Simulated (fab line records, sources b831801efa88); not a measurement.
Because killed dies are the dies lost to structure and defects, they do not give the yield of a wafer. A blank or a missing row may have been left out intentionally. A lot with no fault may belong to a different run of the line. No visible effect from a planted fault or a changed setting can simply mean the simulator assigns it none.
fab line records ; flow sky130
record lots=12; wafers=36; last-day=49
route steps=708 shown NWELL@67 POLY_GATE@230 LDD_HVP@286 LI_CONTACT@375 PAD_OPEN@708
lots that met no fault: taken from a fault-free run of the same line
start-h: start of the lot's first displayed wafer, in hours after the record's first day ; wait-h: how many hours have passed since the lot's step before this one ; " unchanged from the row above ; L1.1+2: a row that stands for several wafers ; - no value present, or no start provided ; * or withheld: withheld ; < > ~ a bound
route shown NAME@n: names a module that has steps shown in the file, with the first one's number in the route ; usual: mean and standard deviation over wafers with no fault ; same: alike in all rows ; chamber/n: place in a boat ; sites: each site's reading ; _std_site: standard deviation across them ; _edge_site: the outer-site mean with the inner-site mean subtracted ; radius-mm: for every site, how far away it sits from the centre of the wafer ; mask NAME#n: copy n ; behind: the last tool/chamber to shape the wafer ; hold: the reason the lot was held/the length of the hold in hours/how it ended ; device: the n, p or np transistor that did not switch ; end of line: tests run on the same wafers once the route is complete ; where a step has no rows: the recipe by itself ; killed: not the wafer's yield, but the dies lost to structure and defects at the first sort ; map: dies across one wafer; x = killed, . = not, _ = none there
set.NAME: the setting that was run; set.NAME@STEP: the one run at that earlier step ; model.NAME: the simulator's own value behind a step, which no gauge read
route steps across a sampled set of lots; one table per step, one row per wafer
services: the hour from which a tool's chamber was out of use, counted from the record's first day as start-h (under 0 if before that day), plus the number of hours and why
## steps
# step SKY_NWELL_STRIP_14
# recipe chemistry=O2/N2; power-w=1400; pressure-mtorr=1500; platen-temp-c=withheld; o2-flow-sccm=3000; n2-flow-sccm=300; overash-fraction=0.5
# usual drypump-motor-current-A=5.8/0.4; o2-flow-sccm=3002/9.4; oes-product-au=0.722/0.0049; strip-time-to-endpoint-s=36.89/0.12
lot.wafer;tool;chamber;start-h;wait-h;drypump-motor-current-A;o2-flow-sccm;oes-product-au;rf-hours-counter-h;strip-time-to-endpoint-s
L323.2;plasma-asher-03;0;91.14;0.1;6.4;2977;0.715;28;36.96
L323.3;plasma-asher-03;0;91.14;0.1;6.4;3005;0.714;-;37.06
L323.5;plasma-asher-03;0;91.14;0.1;6.4;3004;0.723;-;36.92
L326.1;plasma-asher-03;1;107.64;0.1;5.3;3000;0.718;30;36.56
L326.2;plasma-asher-03;0;107.64;0.1;6.4;2992;0.727;30;36.63
L326.3;plasma-asher-03;1;107.64;0.1;5.3;2998;0.718;-;36.65
L327.3;plasma-asher-01;1;116.26;0.1;5.9;2993;0.730;-;37.13
L327.4;plasma-asher-01;0;116.26;0.1;5.8;3008;0.727;-;37.21
L327.5;plasma-asher-01;1;116.26;0.1;5.9;3000;0.717;-;37.14
L328.2;plasma-asher-01;0;118.49;0.1;5.8;3000;0.726;47;36.92
L328.4;plasma-asher-01;0;118.49;0.1;5.7;2997;0.719;-;36.80
L328.6;plasma-asher-01;0;118.49;0.1;5.7;3005;0.722;-;36.95
L330.2;plasma-asher-03;0;132.79;0.1;6.4;2994;0.716;33;36.89
L330.3;plasma-asher-03;1;132.79;0.1;5.3;3010;0.723;-;36.97
L330.4;plasma-asher-03;0;132.79;0.1;6.4;3001;0.719;-;37.03
L331.1;plasma-asher-01;0;141.19;0.1;5.8;3017;0.713;49;36.86
L331.4;plasma-asher-01;0;141.19;0.1;5.7;3018;0.727;-;36.88
L331.5;plasma-asher-01;1;141.19;0.1;5.9;2993;0.720;-;36.89
L333.1;plasma-asher-02;1;149.89;0.1;5.7;2996;0.720;3;36.88
L333.2;plasma-asher-02;0;149.89;0.1;5.4;2998;0.720;3;37.02
L333.4;plasma-asher-02;1;149.89;0.1;5.7;3000;0.718;-;36.90
L334.2;plasma-asher-02;1;157.44;0.1;5.7;2985;0.730;4;36.89
L334.3;plasma-asher-02;0;157.44;0.1;5.4;2992;0.725;-;36.85
L334.6;plasma-asher-02;0;157.44;0.1;5.4;2994;0.726;-;36.96
L339.2;plasma-asher-01;0;184.14;0.1;5.7;3001;0.728;53;36.90
L339.4;plasma-asher-01;1;184.14;0.1;5.9;2993;0.731;-;36.91
L339.6;plasma-asher-01;1;184.14;0.1;5.9;2999;0.724;-;36.85
L340.1;plasma-asher-02;0;188.89;0.1;5.4;2995;0.716;7;36.88
L340.4;plasma-asher-02;0;188.89;0.1;5.4;3003;0.716;-;36.84
L340.5;plasma-asher-02;0;188.89;0.1;5.4;3006;0.713;-;36.79
L341.1;plasma-asher-02;0;195.54;0.1;5.4;2989;0.718;8;37.09
L341.2;plasma-asher-02;1;195.54;0.1;5.7;2991;0.721;8;37.10
L341.3;plasma-asher-02;1;195.54;0.1;5.7;3016;0.720;-;37.12
L343.1;plasma-asher-01;1;207.33;0.1;6.0;3003;0.719;56;37.01
L343.2;plasma-asher-01;0;207.33;0.1;5.7;3013;0.729;56;36.97
L343.6;plasma-asher-01;0;207.33;0.1;5.8;3003;0.723;-;36.90
# step SKY_POLY_GATE_ETCH_16
# recipe stop-on=poly-Si; chemistry=CH3F/O2; target=Si3N4; source-w=400; bias-w=80; pressure-mtorr=25; ch3f-flow-sccm=40; O2_flow_sccm=30; time-s=147.5; target-depth-a=750
# usual drypump-motor-current-A=5.7/0.48; oes-product-au=0.641/0.0053; throttle-valve-pct=10.537/0.0088
lot.wafer;tool;chamber;start-h;wait-h;drypump-motor-current-A;oes-product-au;rf-hours-counter-h;throttle-valve-pct
L323.2;rie-diel-02;3;377.09;0.0;6.0;0.634;1;10.520
L323.3;rie-diel-02;2;377.09;0.0;6.3;0.643;75;10.527
L323.5;rie-diel-02;0;377.09;0.0;5.6;0.632;-;10.548
L326.1;rie-diel-03;1;398.16;0.0;5.9;0.637;85;10.546
L326.2;rie-diel-03;3;398.16;0.0;6.4;0.637;71;10.539
L326.3;rie-diel-03;2;398.16;0.0;5.0;0.644;11;10.540
L327.3;rie-diel-03;0;412.26;0.0;6.4;0.651;1;10.554
L327.4;rie-diel-03;3;412.26;0.0;6.4;0.636;71;10.536
L327.5;rie-diel-03;1;412.26;0.0;5.9;0.634;-;10.537
L328.2;rie-diel-02;2;423.09;0.0;6.2;0.644;76;10.523
L328.4;rie-diel-02;3;423.09;0.0;6.0;0.644;2;10.533
L328.6;rie-diel-02;0;423.09;0.0;5.5;0.650;-;10.537
L330.2;rie-diel-04;0;440.74;0.0;5.1;0.637;45;10.554
L330.3;rie-diel-04;1;440.74;0.0;5.8;0.639;17;10.533
L330.4;rie-diel-04;3;440.74;0.0;5.6;0.651;28;10.543
L331.1;rie-diel-03;0;450.44;0.0;6.4;0.638;2;10.538
L331.4;rie-diel-03;3;450.44;0.0;6.3;0.641;72;10.535
L331.5;rie-diel-03;0;450.44;0.0;6.4;0.646;-;10.530
L333.1;rie-diel-02;0;468.84;0.0;5.6;0.634;64;10.523
L333.2;rie-diel-02;2;468.84;0.0;6.3;0.637;77;10.557
L333.4;rie-diel-02;1;468.84;0.0;5.6;0.638;75;10.536
L334.2;rie-diel-04;3;477.01;0.0;5.6;0.636;29;10.537
L334.3;rie-diel-04;1;477.01;0.0;5.8;0.652;17;10.532
L334.6;rie-diel-04;2;477.01;0.0;4.8;0.649;-;10.536
L339.2;rie-diel-03;1;517.04;0.0;5.9;0.636;87;10.534
L339.4;rie-diel-03;3;517.04;0.0;6.4;0.628;73;10.524
L339.6;rie-diel-03;0;517.04;0.0;6.4;0.639;-;10.529
L340.1;rie-diel-02;2;522.79;0.0;6.2;0.639;78;10.534
L340.4;rie-diel-02;3;522.79;0.0;6.0;0.642;5;10.549
L340.5;rie-diel-02;3;522.79;0.0;6.0;0.645;-;10.541
L341.1;rie-diel-02;1;530.24;0.0;5.6;0.640;75;10.544
L341.2;rie-diel-02;3;530.24;0.0;6.0;0.642;5;10.547
L341.3;rie-diel-02;0;530.24;0.0;5.5;0.641;66;10.545
L343.1;rie-diel-04;1;548.44;0.0;5.8;0.645;19;10.527
L343.2;rie-diel-04;3;548.44;0.0;5.6;0.641;30;10.538
L343.6;rie-diel-04;3;548.44;0.0;5.6;0.634;-;10.536
# step SKY_LDD_HVP_IMPLANT_08
# recipe species=B; energy-kev=20; dose-cm2=1.7e+13; tilt-deg=17.9
# usual dose-ions-cm2=1.7004e+13/2e+10; faraday-current-uA=95.8/2
lot.wafer;tool;chamber;start-h;wait-h;dose-ions-cm2;faraday-current-uA
L323.2;implanter-01;0;503.48;0.0;1.6976e+13;90.4
L323.3;implanter-01;0;503.48;0.0;1.6955e+13;97.0
L323.5;implanter-01;0;503.48;0.0;1.6968e+13;95.6
L326.1;implanter-03;0;523.16;0.0;1.7009e+13;100.9
L326.2;implanter-03;0;523.16;0.0;1.7004e+13;94.9
L326.3;implanter-03;0;523.16;0.0;1.7008e+13;93.9
L327.3;implanter-03;0;537.06;0.1;1.6997e+13;93.9
L327.4;implanter-03;0;537.06;0.1;1.7003e+13;95.3
L327.5;implanter-03;0;537.06;0.1;1.6995e+13;96.7
L328.2;implanter-04;0;549.66;0.0;1.7007e+13;96.2
L328.4;implanter-04;0;549.66;0.0;1.6986e+13;97.2
L328.6;implanter-04;0;549.66;0.0;1.7006e+13;96.3
L330.2;implanter-04;0;567.42;0.0;1.7007e+13;97.4
L330.3;implanter-04;0;567.42;0.0;1.6984e+13;94.2
L330.4;implanter-04;0;567.42;0.0;1.6988e+13;96.3
L331.1;implanter-03;0;574.29;0.0;1.7014e+13;94.3
L331.4;implanter-03;0;574.29;0.0;1.7014e+13;97.7
L331.5;implanter-03;0;574.29;0.0;1.7025e+13;98.1
L333.1;implanter-01;0;591.34;0.0;1.6995e+13;96.3
L333.2;implanter-01;0;591.34;0.0;1.6963e+13;95.5
L333.4;implanter-01;0;591.34;0.0;1.7003e+13;95.1
L334.2;implanter-01;0;599.47;0.0;1.7007e+13;96.3
L334.3;implanter-01;0;599.47;0.0;1.6996e+13;95.1
L334.6;implanter-01;0;599.47;0.0;1.6998e+13;97.0
L339.2;implanter-04;0;637.16;0.0;1.7014e+13;93.1
L339.4;implanter-04;0;637.16;0.0;1.7031e+13;95.7
L339.6;implanter-04;0;637.16;0.0;1.701e+13;91.7
L340.1;implanter-03;0;644.84;0.0;1.4349e+13;80.5
L340.4;implanter-03;0;644.84;0.0;1.4352e+13;79.0
L340.5;implanter-03;0;644.84;0.0;1.4375e+13;80.5
L341.1;implanter-01;0;650.24;0.0;1.7004e+13;99.9
L341.2;implanter-01;0;650.24;0.0;1.6994e+13;96.0
L341.3;implanter-01;0;650.24;0.0;1.6987e+13;94.2
L343.1;implanter-03;0;666.44;0.0;1.4373e+13;80.9
L343.2;implanter-03;0;666.44;0.0;1.4344e+13;81.7
L343.6;implanter-03;0;666.44;0.0;1.4373e+13;79.8
# step SKY_LDD_HVP_TW_MEAS_10
# usual LDD_HVP_TW=456/3.4
lot.wafer;tool;chamber;start-h;wait-h;LDD_HVP_TW
L323.2;film-metro-03;-;503.72;0.1;457
L323.3;film-metro-03;-;503.72;0.1;458
L323.5;film-metro-03;-;503.72;0.1;459
L326.1;film-metro-03;-;523.41;0.1;459
L326.2;film-metro-03;-;523.41;0.1;461
L326.3;film-metro-03;-;523.41;0.1;461
L327.3;film-metro-03;-;537.28;0.1;460
L327.4;film-metro-03;-;537.28;0.1;464
L327.5;film-metro-03;-;537.28;0.1;460
L328.2;film-metro-02;-;549.90;0.1;455
L328.4;film-metro-02;-;549.90;0.1;450
L328.6;film-metro-02;-;549.90;0.1;451
L330.2;film-metro-02;-;567.65;0.1;458
L330.3;film-metro-02;-;567.65;0.1;456
L330.4;film-metro-02;-;567.65;0.1;457
L331.1;film-metro-04;-;574.54;0.1;453
L331.4;film-metro-04;-;574.54;0.1;449
L331.5;film-metro-04;-;574.54;0.1;448
L333.1;film-metro-03;-;591.59;0.1;459
L333.2;film-metro-03;-;591.59;0.1;459
L333.4;film-metro-03;-;591.59;0.1;460
L334.2;film-metro-02;-;599.70;0.1;456
L334.3;film-metro-02;-;599.70;0.1;455
L334.6;film-metro-02;-;599.70;0.1;455
L339.2;film-metro-02;-;637.40;0.1;453
L339.4;film-metro-02;-;637.40;0.1;455
L339.6;film-metro-02;-;637.40;0.1;453
L340.1;film-metro-04;-;645.09;0.1;430
L340.4;film-metro-04;-;645.09;0.1;431
L340.5;film-metro-04;-;645.09;0.1;433
L341.1;film-metro-04;-;650.49;0.1;453
L341.2;film-metro-04;-;650.49;0.1;451
L341.3;film-metro-04;-;650.49;0.1;454
L343.1;film-metro-02;-;666.69;0.1;432
L343.2;film-metro-02;-;666.69;0.1;433
L343.6;film-metro-02;-;666.69;0.1;433
# step SKY_LI_CONTACT_OVL_MEAS_13
# usual LI_CONTACT_OVL=1/5
lot.wafer;tool;chamber;start-h;wait-h;LI_CONTACT_OVL[nm]
L323.2;overlay-02;-;682.23;0.1;-13
L323.3;overlay-02;-;682.23;0.1;-7
L323.5;overlay-02;-;682.23;0.1;-4
L326.1;overlay-02;-;700.52;0.1;7
L326.2;overlay-02;-;700.52;0.1;0
L326.3;overlay-02;-;700.52;0.1;5
L327.3;overlay-01;-;713.17;0.1;5
L327.4;overlay-01;-;713.17;0.1;-1
L327.5;overlay-01;-;713.17;0.1;5
L328.2;overlay-02;-;725.88;0.1;3
L328.4;overlay-02;-;725.88;0.1;2
L328.6;overlay-02;-;725.88;0.1;0
L330.2;overlay-02;-;743.31;0.1;3
L330.3;overlay-02;-;743.31;0.1;3
L330.4;overlay-02;-;743.31;0.1;-2
L331.1;overlay-02;-;755.11;0.1;-3
L331.4;overlay-02;-;755.11;0.1;-1
L331.5;overlay-02;-;755.11;0.1;-2
L333.1;overlay-01;-;766.19;0.1;-1
L333.2;overlay-01;-;766.19;0.1;1
L333.4;overlay-01;-;766.19;0.1;-6
L334.2;overlay-01;-;772.43;0.1;2
L334.3;overlay-01;-;772.43;0.1;3
L334.6;overlay-01;-;772.43;0.1;-5
L339.2;overlay-01;-;804.65;0.1;0
L339.4;overlay-01;-;804.65;0.1;-3
L339.6;overlay-01;-;804.65;0.1;4
L340.1;overlay-01;-;817.91;0.1;1
L340.4;overlay-01;-;817.91;0.1;-7
L340.5;overlay-01;-;817.91;0.1;-9
L341.1;overlay-02;-;820.82;0.1;0
L341.2;overlay-02;-;820.82;0.1;5
L341.3;overlay-02;-;820.82;0.1;-3
L343.1;overlay-01;-;835.17;0.1;3
L343.2;overlay-01;-;835.17;0.1;5
L343.6;overlay-01;-;835.17;0.1;8
# step SKY_PAD_OPEN_PROBE_99
# usual killed_at_M0_to_M3=43/6.5; killed_at_M4_up=3.2/1.8; killed-at-contacts=24/5; killed-at-front-end=15/4.1; killed-at-other=0.3/0.54; killed-dies=85/9.3; killed-on-rim=16/4.1; killed-open=47/7.2; killed-short=39/5.9
# same gross-dies=492; killed-at-back-side=0
lot.wafer;tool;chamber;start-h;wait-h;killed_at_M0_to_M3;killed_at_M4_up;killed-at-contacts;killed-at-front-end;killed-at-other;killed-dies;killed-on-rim;killed-open;killed-short
L333.1;prober-02;-;1141.86;0.1;40;5;29;9;1;84;9;46;38
L333.2;prober-02;-;1141.91;0.1;36;4;24;18;0;82;15;44;38
L333.4;prober-02;-;1142.01;0.2;44;1;26;13;0;84;20;47;37
# killed by level:class
L333.1 VIA1:geometric-particle:short=9 LI_CONTACT:geometric-particle:open=9 VIA3:geometric-particle:open=9 CONTACT:geometric-particle:open=8 CONTACT:geometric-particle:short=6 VIA1:geometric-particle:open=6 LOCAL_INTERCONNECT:geometric-particle:short=5 METAL1:geometric-particle:short=5
L333.2 VIA1:geometric-particle:open=10 LI_CONTACT:geometric-particle:open=7 CONTACT:geometric-particle:open=7 FIELD_ISO:geometric-particle:open=5 VIA3:geometric-particle:short=5 POLY_GATE:geometric-particle:open=4 LI_CONTACT:geometric-particle:short=4 CONTACT:geometric-particle:short=4
L333.4 CONTACT:geometric-particle:open=13 VIA1:geometric-particle:open=11 VIA1:geometric-particle:short=7 VIA3:geometric-particle:open=7 LI_CONTACT:geometric-particle:open=6 METAL2:geometric-particle:short=5 POLY_GATE:geometric-particle:short=4 METAL1:geometric-particle:short=4
## services
tool;chamber;start-h;hours;kind
plasma-asher-02;-;108.75;9.0;pm
implanter-01;-;112.32;106.0;repair
rie-diel-03;0;115.19;5.7;repair
rie-diel-03;3;115.28;4.7;repair
plasma-asher-01;-;133.42;4.5;repair
rie-diel-03;-;161.51;0.4;repair
rie-diel-03;-;219.84;2.7;pm
implanter-01;-;227.55;3.8;pm
rie-diel-02;1;230.61;5.7;repair
plasma-asher-02;-;239.26;2.6;repair
rie-diel-02;0;245.71;6.8;repair
plasma-asher-01;-;307.09;7.8;repair
rie-diel-02;3;328.25;5.5;repair
plasma-asher-01;-;363.29;31.4;repair
rie-diel-02;-;392.18;2.8;pm
implanter-03;-;398.68;0.7;repair
plasma-asher-01;-;421.31;9.0;pm
rie-diel-02;0;454.96;6.2;repair
rie-diel-02;-;465.49;1.5;repair
rie-diel-02;1;481.17;26.9;repair
rie-diel-02;3;488.55;4.4;repair
implanter-03;-;532.71;3.8;pm
rie-diel-02;-;564.46;15.1;repair
implanter-03;-;588.00;6.2;pm
## key
first-sign step=SKY_LDD_HVP_IMPLANT_08; reading=dose-ions-cm2; direction=down; sigmas=99+; usual=*; struck=*
effect step=SKY_LDD_HVP_IMPLANT_08; reading=faraday-current-uA; direction=down; sigmas=7.6; usual=95.8; struck=80.4
effect step=SKY_LDD_HVP_TW_MEAS_10; reading=LDD_HVP_TW; direction=down; sigmas=7.1; usual=456; struck=432
met-at SKY_LDD_HVP_IMPLANT_08
struck-lots L340,L343
tester-left-out L340,L343
not-acting-at SKY_NWELL_STRIP_14,SKY_POLY_GATE_ETCH_16,SKY_LI_CONTACT_OVL_MEAS_13
onset-between 574.29 644.84
fault kind=process-parameter-drift; tool=implanter-03; chamber=-; onset-h=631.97; steps=SKY_LDD_HVP_IMPLANT_08; channel=dose-cm2; offset=*; shape=step; end-h=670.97; acts-in=*; stated=*
# tester-left-out: of these lots the tester's yield and bins aren't shown, on N5 and GAA mostly nor the transistor test; their killed dies are dies lost to structure and defects alone, not to doping, threshold or leakage, so they don't give the yield
